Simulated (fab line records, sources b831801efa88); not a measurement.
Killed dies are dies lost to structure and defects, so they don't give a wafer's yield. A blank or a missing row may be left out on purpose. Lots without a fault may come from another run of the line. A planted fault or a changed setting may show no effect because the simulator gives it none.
Which tool did it? | flow sky130 | 6 lots, 18 wafers sampled, at 1 step of a route of 708

WHAT THE GAUGES READ, wafer by wafer
SKY_NWELL_OVL_MEAS_23.
lot  | measured     | on         | NWELL_01_OVL (nm)
L547 | day 5 18:23  | overlay-01 | -2.6 0.0 -0.7
L560 | day 9 00:43  | overlay-01 | -1.5 0.0 0.5
L562 | day 9 13:40  | overlay-02 | 2.2 -0.6 -0.2
L564 | day 10 00:14 | overlay-01 | -0.6 -0.9 -2.3
L566 | day 10 17:10 | overlay-02 | 0.4 -1.2 0.2
L568 | day 11 02:25 | overlay-01 | -0.6 0.9 1.4

WHICH TOOL RAN EACH LOT (tool, then ch and the chambers of the sampled wafers, then the start)
The record holds no process step before these readings.

THE ANSWER, worked out from the rows above alone
Rule: what is usual is taken from the lots themselves. Put in order of their means at a reading, lots are off if they are a third of the lots or fewer, leave a main group of 4 or more, and stand apart from it by a gap of 3 or more times the standard deviation of the main group's means; of several such gaps the widest counts. A main group whose means are all the same, to the digits that the tables above print for the reading, isn't used. A lot without any number at a reading at which 4 lots or more have one is off too. The other lots that the step has rows for count as sound.
No lot is off at any reading shown: from this, nothing can be told.

WHAT THE SIMULATOR HAD PUT IN
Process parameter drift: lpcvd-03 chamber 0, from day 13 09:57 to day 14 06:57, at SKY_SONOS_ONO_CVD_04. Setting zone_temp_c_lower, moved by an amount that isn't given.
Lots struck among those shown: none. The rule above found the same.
